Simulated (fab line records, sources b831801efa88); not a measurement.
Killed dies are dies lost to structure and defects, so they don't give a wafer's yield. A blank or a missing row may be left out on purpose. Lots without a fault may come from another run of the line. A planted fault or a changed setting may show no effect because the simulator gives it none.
A struck lot beside a sound one | flow sky130 | 14 steps out of a route of 708
Sound: wafers L767.2, L767.3, L767.5. Struck: wafers L785.1, L785.3, L785.6. The cause comes at the end.
At each step with rows: each side's tool, then ch and its chambers, then its first start. Under that, the readings that differ: sound wafers | struck wafers | difference of the means | sigmas: that difference in standard deviations of wafers without a fault.
alike: readings whose means differ by less than 2 such deviations, and words and numbers that are the same on both sides. not compared: withheld readings, readings that some wafer has no value for, bounds like >300 that may hide the same value, and numbers for which the record gives no deviation and whose values overlap.
The two part at a step that has a row with sigmas, a row that says differs or no value, or rows on one side only. Numbers that don't overlap but have no deviation are shown without sigmas and don't part them. A reading that every wafer of one side lacks parts them only if that side has two wafers or more.

first, 6 steps without rows for these wafers: SKY_RES_XHIGH_COAT_02 (resist thk 1140 nm); SKY_RES_XHIGH_SOFTBAKE_03 (time 60 s); SKY_RES_XHIGH_EXPOSE_04 (exposes mask URPM, target cd 1270 nm); SKY_RES_XHIGH_PEB_05; SKY_RES_XHIGH_DEVELOP_06 (develop time 60 s); SKY_RES_XHIGH_IMPLANT_07.
SKY_RES_XHIGH_STRIP_08: strips in O2/N2.
  sound on plasma_asher-02 ch 0,1, day 28 16:10; struck on plasma_asher-02 ch 0,1, day 33 21:55
  alike: drypump_motor_current_A, oes_product_au, strip_time_to_endpoint_s
  not compared: rf_hours_counter_h
SKY_RES_XHIGH_TW_MEAS_09:
  sound on film_metro-02, day 28 16:17; struck on film_metro-01, day 33 22:01
  reading      | sound          | struck         | difference | sigmas
  RES_XHIGH_TW | 1653 1660 1652 | 1624 1622 1628 | -30        | -2
then, 4 steps without rows for these wafers: SKY_SD_N_DEHYDRATE_00 (time 60 s); SKY_SD_N_HMDS_01 (prime time 60 s); SKY_SD_N_COAT_02 (resist thk 1140 nm); SKY_SD_N_SOFTBAKE_03 (time 60 s).
SKY_SD_N_EXPOSE_04: exposes mask NSDM, target cd 380 nm.
  sound on iline_stepper-02 ch 0, day 29 05:40; struck on iline_stepper-01, day 34 11:37
  no value came back on the struck wafers for exposure_dose_mJ_cm2, focus_offset_nm (nm); on the sound wafers exposure_dose_mJ_cm2 reads 141.1 140.7 140.7
  alike: mask
then, 1 step without rows for these wafers: SKY_SD_N_PEB_05.

WHERE THEY PART
First at SKY_RES_XHIGH_TW_MEAS_09; last, within this record, at SKY_SD_N_EXPOSE_04.

WHY: what the simulator had put in
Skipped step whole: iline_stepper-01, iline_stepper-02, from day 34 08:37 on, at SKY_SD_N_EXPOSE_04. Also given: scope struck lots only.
